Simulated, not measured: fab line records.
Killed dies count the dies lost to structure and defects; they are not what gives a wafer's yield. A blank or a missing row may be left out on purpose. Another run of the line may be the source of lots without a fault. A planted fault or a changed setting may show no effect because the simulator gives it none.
One fault seen from 2 desks + flow sfqLine + each desk has only its own numbers; what lay behind them comes last

## DESK OF THE TOOL OWNER: krfScanner-01
The tool's own readings at SFQ_TRILAYER_C5_LITHO_EXPOSE_152 (exposes mask C5, target cd 500 nm): means of the sampled wafers that have a number, for each lot that ran on this tool. If a lot's mean is further than 4 standard deviations from the usual mean, the lot is out of limits and carries the mark OUT (the distance appears in the brackets).
Columns: A = exposureDoseMJCm2 at SFQ_TRILAYER_C5_LITHO_EXPOSE_152, usual 21.297
| lot  | first seen here | A                |
|------|-----------------|------------------|
| L400 | day 61 18:17    | 21.322           |
| L401 | day 61 21:53    | 21.300           |
| L402 | day 62 06:05    | 22.779 (+64) OUT |
| L403 | day 62 07:17    | 22.782 (+65) OUT |
| L411 | day 77 05:29    | 22.762 (+64) OUT |
This desk finds L402, L403, L411 out of limits, L402 being first, at day 62 06:05 (exposureDoseMJCm2 at SFQ_TRILAYER_C5_LITHO_EXPOSE_152). Within limits: L400, L401.

## METROLOGY DESK
Lot by lot, what the gauges showed, no matter which tool ran the lot: averages of those sampled wafers that carry a number. If a lot's mean is further than 4 standard deviations from the usual mean, the lot is out of limits and carries the mark OUT (the distance appears in the brackets).
Columns: A = R5_OVL at SFQ_R5_OVL_MEAS_935, usual -3 nm
| lot  | first seen here | A   |
|------|-----------------|-----|
| L400 | day 61 06:35    | 0   |
| L401 | day 61 12:35    | -2  |
| L402 | day 61 20:59    | -1  |
| L403 | day 62 01:47    | -5  |
| L404 | day 66 20:21    | -2  |
| L411 | day 69 05:41    | -10 |
| L417 | day 70 01:14    | 3   |
| L418 | day 70 02:26    | -4  |
| L419 | day 70 05:17    | 2   |
| L420 | day 71 01:59    | -1  |
| L421 | day 71 03:11    | -3  |
| L422 | day 71 04:23    | 4   |
| L423 | day 71 11:03    | 3   |
This desk's verdict: no lot among the 13 shows anything out of limits.

## ALL TOGETHER
On L402, L403, L411, at day 62 06:05, an alarm was possible from the tool owner's desk.
The metrology desk saw nothing out of limits.
The metrology desk has L402, L403, L411 on record, within its limits.
The lots listed all ran SFQ_TRILAYER_C5_LITHO_EXPOSE_152 on krfScanner-01.

## WHAT HAD BEEN PUT IN BY THE SIMULATOR
Process parameter drift: krfScanner-01, from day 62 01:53 on, at SFQ_TRILAYER_C5_LITHO_EXPOSE_152. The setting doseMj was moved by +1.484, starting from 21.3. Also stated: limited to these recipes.
Shown lots that were struck: L402, L403, L411.
Hours from the fault's start to each desk's first reading out of limits: the tool owner's desk, 4.
